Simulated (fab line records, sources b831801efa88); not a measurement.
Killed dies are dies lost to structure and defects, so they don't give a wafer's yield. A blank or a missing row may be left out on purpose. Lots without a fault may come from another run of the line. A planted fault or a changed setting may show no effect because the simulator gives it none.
Which tool did it? | flow sky130 | 6 lots, 18 wafers sampled, at 4 steps of a route of 708

WHAT THE GAUGES READ, wafer by wafer
SKY_LDD_HVP_OVL_MEAS_07.
lot  | measured     | on         | LDD_HVP_OVL (nm)
L842 | day 22 07:25 | overlay-01 | 1.5 1.6 1.6
L844 | day 22 19:14 | overlay-01 | 2.0 1.8 0.9
L846 | day 23 15:09 | overlay-02 | 0.8 2.7 0.0
L849 | day 24 20:20 | overlay-01 | -0.1 -1.1 0.6
L852 | day 25 12:37 | overlay-01 | -1.1 -0.4 -0.5
L856 | day 27 08:13 | overlay-01 | 0.8 0.1 -0.3

WHICH TOOL RAN EACH LOT (tool, then ch and the chambers of the sampled wafers, then the start)
lot  | SKY_VT_ADJUST_LVTN_STRIP_09          | SKY_VT_ADJUST_PCH_STRIP_09           | SKY_LDD_HVP_EXPOSE_04
L842 | plasma_asher-02 ch 0,1, day 7 12:02  | plasma_asher-02 ch 0,1, day 11 01:01 | iline_stepper-01 ch 0, day 21 16:11
L844 | plasma_asher-03 ch 0,1, day 7 20:31  | plasma_asher-02 ch 0,1, day 11 09:01 | iline_stepper-01 ch 0, day 22 04:22
L846 | plasma_asher-02 ch 0,1, day 8 08:26  | plasma_asher-02 ch 0,1, day 12 00:46 | iline_stepper-01 ch 0, day 23 00:41
L849 | plasma_asher-02 ch 0,1, day 9 02:32  | plasma_asher-01 ch 0,1, day 12 20:38 | iline_stepper-02 ch 0, day 24 04:49
L852 | plasma_asher-02 ch 0,1, day 9 20:59  | plasma_asher-02 ch 0,1, day 13 19:10 | iline_stepper-02 ch 0, day 24 22:57
L856 | plasma_asher-04 ch 0,1, day 11 04:10 | plasma_asher-01 ch 0,1, day 15 09:04 | iline_stepper-02 ch 0, day 26 17:34
- SKY_VT_ADJUST_LVTN_STRIP_09: strips in O2/N2.
- SKY_VT_ADJUST_PCH_STRIP_09: strips in O2/N2.
- SKY_LDD_HVP_EXPOSE_04: exposes mask HVPTM, target cd 700 nm.

THE ANSWER, worked out from the rows above alone
Rule: what is usual is taken from the lots themselves. Put in order of their means at a reading, lots are off if they are a third of the lots or fewer, leave a main group of 4 or more, and stand apart from it by a gap of 3 or more times the standard deviation of the main group's means; of several such gaps the widest counts. A main group whose means are all the same, to the digits that the tables above print for the reading, isn't used. A lot without any number at a reading at which 4 lots or more have one is off too. The other lots that the step has rows for count as sound.
No lot is off at any reading shown: from this, nothing can be told.

WHAT THE SIMULATOR HAD PUT IN
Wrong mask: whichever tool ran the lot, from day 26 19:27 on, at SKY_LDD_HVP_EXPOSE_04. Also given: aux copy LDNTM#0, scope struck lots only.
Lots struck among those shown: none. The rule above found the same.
